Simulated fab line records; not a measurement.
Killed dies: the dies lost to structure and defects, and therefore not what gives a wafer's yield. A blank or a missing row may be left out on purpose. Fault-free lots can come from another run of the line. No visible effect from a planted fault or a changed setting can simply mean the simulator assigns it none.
Comparing a struck lot with a sound one :: flow sky130 :: 38 steps out of a route of 708
Sound: wafers L649.3, L649.4, L649.6. Struck: wafer L662.4 (L662.3, L662.6, from the same lot, were not struck and are left out); the cause is given at the end.
Order at every step that has rows: each side's tool, ch and its chambers, its first start. Under that, the readings that differ: sound wafers :: struck wafers :: difference of the means :: sigmas: that difference in standard deviations of wafers without a fault.
alike: readings with means less than 2 such deviations apart, plus words and numbers identical on both sides. not compared: withheld readings, readings lacking a value on some wafer, bounds such as >300 that could conceal the same value, and numbers that have no deviation in the record and whose values overlap.
The two part at a step that has a row with sigmas, a row that says differs or no value, or rows on one side only. Numbers that have no deviation but don't overlap get no sigmas and don't part them. A reading missing from all wafers of one side parts the sides only when that side holds two or more wafers.

first, 9 steps without rows for these wafers: SKY_VIA3_SPUTTER_20 (material TiN, target thk 20 nm, time 80 s); SKY_VIA3_CVD_21 (deposits W, target thk 390 nm, time 117.31 s); SKY_VIA3_CMP_24 (polishes, stops on SiO2, t overpolish 20 s, target thk 0 nm); SKY_METAL4_SPUTTER_00 (material Ti, target thk 15 nm, time 10 s); SKY_METAL4_SPUTTER_01 (material TiN, target thk 20 nm, time 16.7 s); SKY_METAL4_SPUTTER_02 (material AlCu, target thk 735 nm, time 39.1 s); SKY_METAL4_SPUTTER_03 (material Ti, target thk 5 nm, time 3.3 s); SKY_METAL4_SPUTTER_04 (material TiN, target thk 70 nm, time 57.26 s); SKY_CAP2M_CVD_00 (deposits SiO2, target thk 15.5 nm).
SKY_CAP2M_SPUTTER_02: material TiN, target thk 200 nm, time 166.7 s.
  sound: pvd-sputter-01 at day 42 01:00; struck: pvd-sputter-01 at day 45 06:20
reading: cathode-dc-power-W (W)
sound: 6500.0 6500.0 6499.6
struck: 5101.3
difference: -1398.6
sigmas: -99 or more

reading: chamber-pressure-pa (Pa)
sound: 0.4006 0.3999 0.4013
struck: 0.3987
difference: -0.0019
sigmas: -2

reading: model.TiN_of_CAP2M_SPUTTER_02.thk-nm (nm)
sound: 200.6 197.8 202.6
struck: 161.7
difference: -38.6
sigmas: 
  alike: throttle-valve-pct
SKY_CAP2M_RS_MEAS_03: the measuring method here is four-point-probe.
  sound: film-metro-03 at day 42 01:09; struck: film-metro-01 at day 45 06:29
reading: CAP2M_TIN_RS (ohm/sq)
sound: 6.91 7.00 6.83
struck: 8.62
difference: +1.71
sigmas: +17
SKY_CAP2M_THK_MEAS_04: measures by xrf.
  sound: film-metro-03 at day 42 01:15; struck: film-metro-01 at day 45 06:35
reading: CAP2M_TIN_THK (nm)
sound: 196 194 199
struck: 157
difference: -39
sigmas: -13
then, 7 steps without rows for these wafers: SKY_CAP2M_DEHYDRATE_05 (time 60 s); SKY_CAP2M_HMDS_06 (prime time 60 s); SKY_CAP2M_COAT_07 (resist thk 1140 nm); SKY_CAP2M_SOFTBAKE_08 (time 60 s); SKY_CAP2M_EXPOSE_09 (exposes mask CAP2M, target cd 1000 nm); SKY_CAP2M_PEB_10; SKY_CAP2M_DEVELOP_11 (develop time 58.01 s).
SKY_CAP2M_METAL_ETCH_13: etches TiN in Cl2/BCl3, stops on SiO2, target depth 220 nm, time 62.9 s.
  sound on rie-metal-02 ch 0,1, day 43 01:25; struck on rie-metal-03 ch 1, day 46 04:12
reading: oes-product-au (a.u.)
sound: 0.945 0.931 0.950
struck: 0.824
difference: -0.118
sigmas: -13

reading: throttle-valve-pct (%)
sound: 21.899 21.894 21.882
struck: 21.970
difference: +0.078
sigmas: +8
  alike: bcl3-flow-sccm, chamber-pressure-mTorr, drypump-motor-current-A, he-backside-leak-sccm
  not compared: rf-hours-counter-h
then, 16 steps without rows for these wafers: SKY_CAP2M_STRIP_14 (strips in O2/N2); SKY_CAP2M_STRIP_15 (strips in post etch residue remover, time 1200 s); SKY_CAP2M_CLEAN_16 (cleans in IPA, time 180 s); SKY_CAP2M_CLEAN_17 (cleans in O3/DIW); SKY_METAL4_DEHYDRATE_05 (time 60 s); SKY_METAL4_HMDS_06 (prime time 60 s); SKY_METAL4_COAT_07 (resist thk 60 nm); SKY_METAL4_COAT_08 (resist thk 1140 nm); SKY_METAL4_SOFTBAKE_09 (time 90 s); SKY_METAL4_EXPOSE_10 (exposes mask MM4, target cd 300 nm); SKY_METAL4_PEB_11; SKY_METAL4_DEVELOP_12 (develop time 60 s); SKY_METAL4_DESCUM_15 (chemistry O2, time 8 s); SKY_METAL4_ETCH_16 (etches BARC in N2/H2, stops on SiO2, time 88.2 s, target depth 60 nm); SKY_METAL4_ETCH_17 (etches SiO2 in C4F8/O2/Ar, stops on TiN, time 3.9 s, target depth 15 nm); SKY_METAL4_METAL_ETCH_18 (etches the open film in Cl2/BCl3, stops on SiO2, target depth 845 nm, time 178.2 s).
SKY_METAL4_STRIP_20: strips in post etch residue remover, time 1200 s.
  sound on wet-bench-01 ch 3, day 44 00:41; struck on wet-bench-03 ch 2, day 47 01:23
reading: model.TiN_of_CAP2M_SPUTTER_02.thk-nm (nm)
sound: 199.8 197 201.7
struck: 160.8
difference: -38.7
sigmas: 
-- the record jumps here: 3 days lie between the struck wafers' starts before and after (it left off in module METAL4 and takes up again in module PAD_OPEN, whose first step shown is number 708 of the route) --
SKY_PAD_OPEN_PROBE_99:
  sound: prober-02 at day 47 16:26; struck: prober-02 at day 50 07:43
reading: model.etest.cap-mim2.plate-ohm-sq
sound: 5.969 6.065 5.956
struck: 7.412
difference: +1.415
sigmas: 

reading: model.etest.cap-mim2.bv-v (V)
sound: 13.57 13.57 14.51
struck: 12.58
difference: -1.30
sigmas: 

reading: model.etest.cap-mim2.leak-log10-a-cm2
sound: -9.017 -8.808 -9.012
struck: -8.502
difference: +0.444
sigmas: 
  alike: defect-limited-yield, killed_at_M0_to_M3, killed_at_M4_up, killed-at-contacts, killed-at-front-end, killed-at-other, killed-dies, killed-open, killed-short, sort_bin_3_pad_short, sort_bin_5_function, sort_bin_6_memory, sort-n-pass, sort-yield-pct

## WHERE THEY PART
Last at SKY_CAP2M_METAL_ETCH_13 as far as this record goes, first at SKY_CAP2M_SPUTTER_02. Later steps at which nothing parts them and some readings are alike: SKY_PAD_OPEN_PROBE_99.

WHY: whatever the simulator had introduced
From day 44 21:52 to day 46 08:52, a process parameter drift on pvd-sputter-01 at SKY_CAP2M_SPUTTER_02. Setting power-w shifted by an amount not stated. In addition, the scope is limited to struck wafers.
